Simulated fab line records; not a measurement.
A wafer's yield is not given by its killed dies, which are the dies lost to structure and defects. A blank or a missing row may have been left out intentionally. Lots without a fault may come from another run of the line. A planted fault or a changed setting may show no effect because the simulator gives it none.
Code-filled problem report in 8D (eight disciplines) form + flow sky130 + the parts of the form that need people (team, actions taken, sign-off) are left out

## 1. THE ISSUE
Mean of runLengthS at SKY_FIELD_ISO_ETCH_17: 93.1 s across 6 wafers in 2 lots; on wafers with no fault it is 126.0 s (standard deviation 0.37). That is -89 standard deviations from the usual mean.
The step: etches Si in HBr/Cl2/O2, target depth 342 nm, time 97.7 s.
The first sign was on wafer L881.2 at day 3 17:49, on rieSi-02. The record has a number at this step for 36 wafers belonging to 12 lots. Rule for "out", or "out of limits": more than 4 standard deviations from the usual mean. All remaining wafers that have a number are taken as sound.

## 2. WHAT IT IS; WHAT IT IS NOT
| question                    | is                     | is not                                                                                                  |
|-----------------------------|------------------------|---------------------------------------------------------------------------------------------------------|
| which readings at this step | runLengthS             | O2_flow_sccm, drypumpMotorCurrentA, oesProductAu                                                        |
| which lots                  | L881, L886             | L874, L875, L879, L888, L889, L890, L892, L894, L896, L897                                              |
| which wafers of those lots  | all that have a number | -                                                                                                       |
| read on which tools         | rieSi-02               | rieSi-01                                                                                                |
| when                        | from day 3 17:49       | up to then (9 sound wafers); but 21 sound wafers of L888, L889, L890, L892, L894, L896, L897 came after |

## 3. SUSPECTS, AND WHAT RULES EACH OUT
Counting: any tool at a process step up to the reading is kept as a suspect provided that every lot that is out went through it and no sound lot did after the first of them.
- rieSi-02 at SKY_FIELD_ISO_ETCH_17 (etches Si in HBr/Cl2/O2, target depth 342 nm, time 97.7 s): ruled out as a lasting fault. The sound lots L897 went through it after L881, its earliest lot that is out (day 3 17:49).
Left after counting: nothing in the record.

## 4. THE CAUSE (what the simulator had put in)
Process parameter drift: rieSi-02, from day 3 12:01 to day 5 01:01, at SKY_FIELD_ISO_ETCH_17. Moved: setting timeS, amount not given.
Counting ruled it out, wrongly.

## 5. THE CHAIN OF EFFECTS, in route order
Each row: a reading where the mean over the struck wafers with a number is more than 3 standard deviations away from the usual. Scope: only readings with a usual standard deviation given in the record; hours: median across lots of the time from each lot's start at the first step in this table that gives one to its start at this step; sigmas: change in usual standard deviations.
| hours | step                  | reading    | usual   | on struck wafers | change | sigmas |
|-------|-----------------------|------------|---------|------------------|--------|--------|
| 0     | SKY_FIELD_ISO_ETCH_17 | runLengthS | 126.0 s | 93.1             | -32.9  | -89    |
Process steps it contains:
- SKY_FIELD_ISO_ETCH_17: etches Si in HBr/Cl2/O2, target depth 342 nm, time 97.7 s.
Later steps that measure or inspect, where all struck wafers having a row at the step show a number for every such reading and not one has moved that far: SKY_VT_ADJUST_LVTN_TW_MEAS_10, SKY_POLY_GATE_OVL_MEAS_14.

## 6. HOW IT WOULD HAVE BEEN CAUGHT EARLIER
6 hours passed between the start of the fault at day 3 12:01 and the first reading out of limits in this record, taken at day 3 17:49.
